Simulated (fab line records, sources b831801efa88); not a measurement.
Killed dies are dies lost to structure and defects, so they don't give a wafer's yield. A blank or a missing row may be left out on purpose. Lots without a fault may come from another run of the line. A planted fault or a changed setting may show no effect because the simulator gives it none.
Struck lot and sound lot, side by side    flow sky130    26 steps out of a route of 708
Sound: the wafers L852.2, L852.5, L852.6. The struck wafers were L862.1, L862.3, L862.4. At the end, the cause is stated.
At each step with rows: each side's tool, then ch and its chambers, then its first start. Under that, the readings that differ: sound wafers    struck wafers    difference of the means    sigmas: that difference in standard deviations of wafers without a fault.
alike: a reading whose means differ by less than 2 such deviations, as well as words and numbers matching on both sides. not compared: withheld readings; readings where some wafer has no value; bounds like >300 that might hide an equal value; numbers whose values overlap and for which the record gives no deviation.
Wherever a step has rows on one side only, a row that says differs or no value, or a row with sigmas, the two part there. When numbers do not overlap yet have no deviation, they are printed without sigmas and do not part them. A reading that every wafer of one side lacks parts them only if that side has two wafers or more.

first, 3 steps without rows for these wafers: SKY_CAP2M_EXPOSE_09 (exposes mask CAP2M, target cd 1000 nm); SKY_CAP2M_PEB_10; SKY_CAP2M_DEVELOP_11 (develop time 60 s).
SKY_CAP2M_OVL_MEAS_12:
  sound on overlay-01 at day 40 17:02; struck on overlay-01 at day 43 22:10
  alike: CAP2M_OVL
SKY_CAP2M_METAL_ETCH_13: etches TiN in Cl2/BCl3, stops on SiO2, target depth 220 nm, time 62.9 s.
  sound on rie-metal-02 ch 0,1, day 40 17:04; struck on rie-metal-02 ch 0,1, day 43 22:12
  alike: bcl3-flow-sccm, bias-w, drypump-motor-current-A, oes-product-au, throttle-valve-pct
  not compared: rf-hours-counter-h
SKY_CAP2M_STRIP_14: strips in O2/N2.
  sound on plasma-asher-03 ch 0,1, day 40 17:08; struck on plasma-asher-03 ch 0,1, day 43 22:16
reading                       sound              struck             difference  sigmas
strip-time-to-endpoint-s (s)  12.63 12.67 12.59  12.71 12.78 12.73  +0.11       +2
  alike: drypump-motor-current-A, oes-product-au
  not compared: rf-hours-counter-h
then, 6 steps without rows for these wafers: SKY_CAP2M_STRIP_15 (strips in post etch residue remover, time 1200 s); SKY_CAP2M_CLEAN_16 (cleans in IPA, time 180 s); SKY_CAP2M_CLEAN_17 (cleans in O3/DIW); SKY_METAL4_DEHYDRATE_05 (time 60 s); SKY_METAL4_HMDS_06 (prime time 60 s); SKY_METAL4_COAT_07 (resist thk 60 nm).
SKY_METAL4_COAT_08: resist thk 1140 nm.
  sound on litho-track-02 ch 0, day 41 05:00; struck on litho-track-04 ch 0, day 44 09:00
reading                                        sound           struck          difference  sigmas
model.KrF-thick_of_METAL4_COAT_08.thk-nm (nm)  1137 1135 1136  1114 1117 1112  -22         
then, 4 steps without rows for these wafers: SKY_METAL4_SOFTBAKE_09 (time 90 s); SKY_METAL4_EXPOSE_10 (exposes mask MM4, target cd 300 nm); SKY_METAL4_PEB_11; SKY_METAL4_DEVELOP_12 (develop time 60 s).
SKY_METAL4_CD_MEAS_13: the cd target is 300 nm.
  sound on cd-sem-02 at day 41 17:06; struck on cd-sem-02 at day 44 20:29
  alike: cd-nm
SKY_METAL4_OVL_MEAS_14:
  sound on overlay-02 at day 41 17:12; struck on overlay-02 at day 44 20:36
  alike: METAL4_OVL
SKY_METAL4_DESCUM_15: chemistry O2, time 8 s.
  sound on rie-metal-02 ch 0,1, day 41 17:14; struck on rie-metal-02 ch 0,1, day 44 20:38
  alike: drypump-motor-current-A, oes-product-au
  not compared: rf-hours-counter-h
SKY_METAL4_ETCH_16: etches BARC in N2/H2, stops on SiO2, time 88.2 s, target depth 60 nm.
  sound on rie-metal-02 ch 0,1, day 41 17:16; struck on rie-metal-02 ch 0,1, day 44 20:40
reading     sound             struck          difference  sigmas
bias-w (W)  100.0 101.0 99.8  99.7 99.5 99.6  -0.7        -2
  alike: drypump-motor-current-A, oes-product-au, throttle-valve-pct
  not compared: rf-hours-counter-h
SKY_METAL4_ETCH_17: etches SiO2 in C4F8/O2/Ar, stops on TiN, time 3.9 s, target depth 15 nm.
  sound on rie-diel-01 ch 0,1,3, day 41 17:22; struck on rie-diel-03 ch 0,1,3, day 44 20:46
  alike: bias-w, oes-product-au
  not compared: rf-hours-counter-h
SKY_METAL4_METAL_ETCH_18: etches the open film in Cl2/BCl3, stops on SiO2, target depth 845 nm, time 183.1 s.
  sound on rie-metal-03 ch 0,1, day 41 17:23; struck on rie-metal-01 ch 0,1, day 44 20:47
reading                                        sound              struck           difference  sigmas
model.KrF-thick_of_METAL4_COAT_08.thk-nm (nm)  521.1 521.7 527.7  506.6 504.6 504  -18.4       
  alike: bcl3-flow-sccm, bias-w, drypump-motor-current-A, oes-product-au, throttle-valve-pct
  not compared: rf-hours-counter-h
SKY_METAL4_STRIP_19: strips in O2/N2.
  sound on plasma-asher-01 ch 0,1, day 41 17:34; struck on plasma-asher-04 ch 0,1, day 44 20:58
reading                       sound           struck          difference  sigmas
strip-time-to-endpoint-s (s)  6.46 6.50 6.55  6.32 6.30 6.29  -0.20       -3
  alike: drypump-motor-current-A, oes-product-au
  not compared: rf-hours-counter-h
then, 2 steps without rows for these wafers: SKY_METAL4_STRIP_20 (strips in post etch residue remover, time 1200 s); SKY_PAD_OPEN_PROBE_99.

## WHERE THEY PART
At SKY_CAP2M_STRIP_14 first; at SKY_METAL4_STRIP_19 last (within this record only).

WHY: whatever the simulator had introduced
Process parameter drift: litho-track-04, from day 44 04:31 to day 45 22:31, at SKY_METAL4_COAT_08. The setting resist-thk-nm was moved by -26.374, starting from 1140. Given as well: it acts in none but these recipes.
